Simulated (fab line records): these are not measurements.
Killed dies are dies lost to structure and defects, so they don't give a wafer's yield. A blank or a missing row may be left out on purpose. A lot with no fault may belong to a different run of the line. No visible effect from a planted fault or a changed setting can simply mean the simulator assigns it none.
fab line records | flow sky130
record: lots: 13 wafers: 39 lastDay: 50
route steps=708 shown POLY_GATE@227 LDD_HVN@271 LDD_HVP@285
lots that met no fault: from a run of the same line without faults
startH: start of the lot's first displayed wafer, in hours after the record's first day | waitH: how many hours have passed since the lot's step before this one | " same as the row above | L1.1+2: a row that stands for several wafers | - no value, or no start was given | * or withheld: withheld | < > ~ a bound
route shown NAME@n: NAME is a module with steps in the file, n the number in the route of the first one | usual: average and standard deviation across the fault-free wafers | same: alike in all rows | chamber/n: place in a boat | sites: per-site readings | _std_site: their standard deviation | _edge_site: mean of outer sites minus mean of inner sites | radiusMm: for every site, how far away it sits from the centre of the wafer | mask NAME#n: copy n | behind: tool/chamber where the wafer was last shaped | hold: why the lot went on hold/how many hours it stayed there/how the hold came to an end | device: whichever transistor did not switch (one of n, p or np) | end of line: tests of these same wafers at the route's end | where a step has no rows: the recipe by itself | killed: not the wafer's yield, but the dies lost to structure and defects at the first sort | map: dies across one wafer; x = killed, . = not, _ = none there
set.NAME: setting as actually run; set.NAME@STEP: the setting as run at that earlier step | model.NAME: the simulator's own value behind a step, which no gauge read
one table for each step of the route and one row for each wafer, over a sample of lots
services: from which hour (startH, from the record's first day; less than 0 if before it) a tool's chamber was out of use, for how many hours, and why
== steps ==
step: SKY_POLY_GATE_CD_MEAS_13
recipe: targetCdNm: 150
usual: cdNm: 150.6/1.6
columns lot.wafer tool chamber startH waitH cdNm
L164.1 cdSem-01 - 381.39 - 149.7
L164.4 " - " " 151.4
L164.5 " - " " 150.6
L165.2 cdSem-02 - 400.26 - 151.9
L165.4 " - " " 150.8
L165.5 " - " " 151.8
L166.1 cdSem-01 - 407.05 - 148.4
L166.5 " - " " 148.5
L166.6 " - " " 148.0
L167.1 cdSem-02 - 410.39 - 149.3
L167.3 " - " " 150.6
L167.4 " - " " 150.5
L169.1 cdSem-01 - 437.45 - 149.7
L169.2 " - " " 149.5
L169.5 " - " " 150.1
L175.1 cdSem-01 - 483.59 - 153.2
L175.3 " - " " 154.1
L175.6 " - " " 152.0
L177.2 cdSem-01 - 501.42 - 150.5
L177.5 " - " " 152.0
L177.6 " - " " 152.7
L181.4 cdSem-01 - 546.50 - 150.3
L181.5 " - " " 151.3
L181.6 " - " " 150.3
L180.2 cdSem-02 - 552.46 - 148.4
L180.4 " - " " 149.7
L180.5 " - " " 148.1
L182.1 cdSem-01 - 552.79 - 149.5
L182.3 " - " " 149.7
L182.4 " - " " 149.2
L183.1 cdSem-02 - 554.14 - 150.9
L183.3 " - " " 151.3
L183.5 " - " " 149.6
L184.2 cdSem-02 - 566.51 - 152.8
L184.3 " - " " 150.3
L184.6 " - " " 151.6
L185.4 cdSem-01 - 581.46 - 151.7
L185.5 " - " " 152.1
L185.6 " - " " 152.4
step: SKY_POLY_GATE_CD_MEAS_22
usual: cdNm: 150.5/2.1
columns lot.wafer tool chamber startH waitH cdNm
L164.1 cdSem-01 - 384.06 0.1 151.4
L164.4 " - " " 152.2
L164.5 " - " " 150.7
L165.2 cdSem-02 - 402.97 0.1 151.9
L165.4 " - " " 146.6
L165.5 " - " " 148.9
L166.1 cdSem-02 - 408.90 0.1 146.3
L166.5 " - " " 148.4
L166.6 " - " " 147.5
L167.1 cdSem-02 - 413.05 0.1 147.3
L167.3 " - " " 149.9
L167.4 " - " " 150.6
L169.1 cdSem-02 - 439.30 0.1 147.5
L169.2 " - " " 151.2
L169.5 " - " " 149.8
L175.1 cdSem-01 - 485.44 0.1 152.7
L175.3 " - " " 153.5
L175.6 " - " " 152.8
L177.2 cdSem-01 - 503.28 0.1 150.4
L177.5 " - " " 153.0
L177.6 " - " " 154.0
L181.4 cdSem-02 - 548.44 0.2 150.7
L181.5 " - " " 153.0
L181.6 " - " " 151.8
L180.2 cdSem-01 - 554.32 0.1 150.0
L180.4 " - " " 148.3
L180.5 " - " " 149.1
L182.1 cdSem-02 - 554.65 0.1 150.6
L182.3 " - " " 149.4
L182.4 " - " " 149.5
L183.1 cdSem-01 - 555.99 0.1 150.6
L183.3 " - " " 150.1
L183.5 " - " " 150.1
L184.2 cdSem-01 - 569.24 0.1 153.6
L184.3 " - " " 151.5
L184.6 " - " " 151.8
L185.4 cdSem-02 - 583.33 0.1 151.6
L185.5 " - " " 151.3
L185.6 " - " " 151.6
step: SKY_LDD_HVN_EXPOSE_04
recipe: maskId: HVNTM na: 0.6 sourceShape: conventional sigmaOuter: 0.6 polarization: unpolarized targetCdNm: 700 doseMj: 127
usual: focusOffsetNm: 0.0/0.51
same: sigmaOuter: 0.6
columns lot.wafer tool chamber startH waitH mask focusOffsetNm
L164.1 ilineStepper-02 0 461.47 - HVNTM#0 -0.6
L164.4 " 0 " " HVNTM#0 -0.2
L164.5 " 0 " " HVNTM#0 0.3
L165.2 ilineStepper-01 0 480.39 - HVNTM#0 -0.6
L165.4 " 0 " " HVNTM#0 0.4
L165.5 " 0 " " HVNTM#0 -0.2
L166.1 ilineStepper-02 0 488.57 - HVNTM#0 1.2
L166.5 " 0 " " HVNTM#0 0.2
L166.6 " 0 " " HVNTM#0 -0.4
L167.1 ilineStepper-02 0 492.20 - HVNTM#0 -0.5
L167.3 " 0 " " HVNTM#0 0.0
L167.4 " 0 " " HVNTM#0 -0.2
L169.1 ilineStepper-02 0 517.32 - HVNTM#0 -0.1
L169.2 " 0 " " HVNTM#0 0.3
L169.5 " 0 " " HVNTM#0 0.4
L175.1 ilineStepper-01 0 563.01 - HVNTM#0 0.5
L175.3 " 0 " " HVNTM#0 -0.4
L175.6 " 0 " " HVNTM#0 -0.3
L177.2 ilineStepper-01 0 579.10 - HVNTM#0 -0.6
L177.5 " 0 " " HVNTM#0 -0.9
L177.6 " 0 " " HVNTM#0 -0.9
L181.4 ilineStepper-02 0 623.55 - HVNTM#0 0.5
L181.5 " 0 " " HVNTM#0 0.9
L181.6 " 0 " " HVNTM#0 0.9
L180.2 ilineStepper-01 0 628.88 - HVNTM#0 -1.0
L180.4 " 0 " " HVNTM#0 -0.5
L180.5 " 0 " " HVNTM#0 0.1
L182.1 ilineStepper-02 0 630.91 - HVNTM#0 0.4
L182.3 " 0 " " HVNTM#0 -0.4
L182.4 " 0 " " HVNTM#0 -0.3
L183.1 ilineStepper-02 0 631.02 - HVNTM#0 0.5
L183.3 " 0 " " HVNTM#0 -0.5
L183.5 " 0 " " HVNTM#0 0.1
L184.2 ilineStepper-01 0 642.48 - HVNTM#0 1.2
L184.3 " 0 " " HVNTM#0 -0.3
L184.6 " 0 " " HVNTM#0 0.6
L185.4 ilineStepper-02 0 658.17 - HVNTM#0 -0.4
L185.5 " 0 " " HVNTM#0 -1.0
L185.6 " 0 " " HVNTM#0 0.4
step: SKY_LDD_HVN_OVL_MEAS_07
usual: LDD_HVN_OVL: 1.5/1.4
columns lot.wafer tool chamber startH waitH LDD_HVN_OVL[nm]
L164.1 overlay-02 - 475.95 0.1 2.7
L164.4 " - " " 1.9
L164.5 " - " " 0.6
L165.2 overlay-01 - 495.45 0.1 2.4
L165.4 " - " " 1.1
L165.5 " - " " 1.6
L166.1 overlay-02 - 503.95 0.1 1.1
L166.5 " - " " 0.9
L166.6 " - " " -0.4
L167.1 overlay-01 - 507.00 0.1 2.4
L167.3 " - " " 1.4
L167.4 " - " " 1.5
L169.1 overlay-01 - 532.70 0.1 1.4
L169.2 " - " " 2.0
L169.5 " - " " 1.1
L175.1 overlay-01 - 577.08 0.1 0.1
L175.3 " - " " -0.7
L175.6 " - " " -1.1
L177.2 overlay-02 - 594.19 0.1 2.0
L177.5 " - " " 1.4
L177.6 " - " " 2.5
L181.4 overlay-02 - 637.36 0.1 49.8
L181.5 " - " " 49.7
L181.6 " - " " 50.1
L180.2 overlay-01 - 642.64 0.1 1.6
L180.4 " - " " 1.5
L180.5 " - " " 1.3
L182.1 overlay-01 - 644.93 0.1 52.5
L182.3 " - " " 53.1
L182.4 " - " " 51.7
L183.1 overlay-02 - 644.94 0.1 53.4
L183.3 " - " " 53.7
L183.5 " - " " 53.6
L184.2 overlay-02 - 657.40 0.1 3.1
L184.3 " - " " 2.3
L184.6 " - " " 2.1
L185.4 overlay-02 - 671.01 0.1 50.9
L185.5 " - " " 52.1
L185.6 " - " " 51.6
step: SKY_LDD_HVP_OVL_MEAS_07
usual: LDD_HVP_OVL: 0.1/1.2
columns lot.wafer tool chamber startH waitH LDD_HVP_OVL[nm]
L164.1 overlay-01 - 506.79 0.1 -0.5
L164.4 " - " " -0.2
L164.5 " - " " 0.2
L165.2 overlay-01 - 526.00 0.1 0.3
L165.4 " - " " 0.5
L165.5 " - " " 0.0
L166.1 overlay-02 - 534.25 0.1 1.5
L166.5 " - " " 0.6
L166.6 " - " " 1.4
L167.1 overlay-02 - 537.94 0.1 -0.9
L167.3 " - " " 0.1
L167.4 " - " " -1.1
L169.1 overlay-01 - 562.95 0.1 1.4
L169.2 " - " " 1.2
L169.5 " - " " 0.0
L175.1 overlay-02 - 606.89 0.1 -0.2
L175.3 " - " " -1.5
L175.6 " - " " -1.3
L177.2 overlay-01 - 622.89 0.1 1.9
L177.5 " - " " 0.1
L177.6 " - " " 0.2
L181.4 overlay-02 - 666.01 0.1 0.6
L181.5 " - " " -0.4
L181.6 " - " " 0.8
L180.2 overlay-02 - 670.94 0.1 1.8
L180.4 " - " " 1.7
L180.5 " - " " 3.1
L182.1 overlay-02 - 672.69 0.1 0.4
L182.3 " - " " 0.8
L182.4 " - " " -0.1
L183.1 overlay-02 - 673.59 0.1 2.0
L183.3 " - " " 2.1
L183.5 " - " " 0.4
L184.2 overlay-02 - 685.09 0.1 1.6
L184.3 " - " " 0.2
L184.6 " - " " 0.1
L185.4 overlay-02 - 699.41 0.1 0.2
L185.5 " - " " -1.0
L185.6 " - " " -0.3
== services ==
columns tool chamber startH hours kind
ilineStepper-01 - 451.98 1.7 pm
ilineStepper-02 - 470.41 2.6 repair
ilineStepper-01 - 491.46 7.0 repair
ilineStepper-01 - 533.13 4.4 pm
ilineStepper-02 - 567.88 1.7 pm
ilineStepper-02 - 578.09 3.8 repair
ilineStepper-02 - 617.96 0.5 repair
== key ==
firstSign: step: SKY_LDD_HVN_OVL_MEAS_07 reading: LDD_HVN_OVL direction: up sigmas: 36 usual: 1.5 struck: 51.9
effect none on later readings
metAt SKY_LDD_HVN_EXPOSE_04
struckLots L181,L182,L183,L185
testerLeftOut L181,L182,L183,L185
notActingAt SKY_POLY_GATE_CD_MEAS_13,SKY_POLY_GATE_CD_MEAS_22,SKY_LDD_HVP_OVL_MEAS_07
onsetBetween 517.32 623.55
fault: kind: scannerMatchingOverlay tool: ilineStepper-02 chamber: - onsetH: 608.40 steps: SKY_LDD_HVN_EXPOSE_04 offset: 50.236
testerLeftOut: of these lots the tester's yield and bins aren't shown, on N5 and GAA mostly nor the transistor test; their killed dies are dies lost to structure and defects alone, not to doping, threshold or leakage, so they don't give the yield
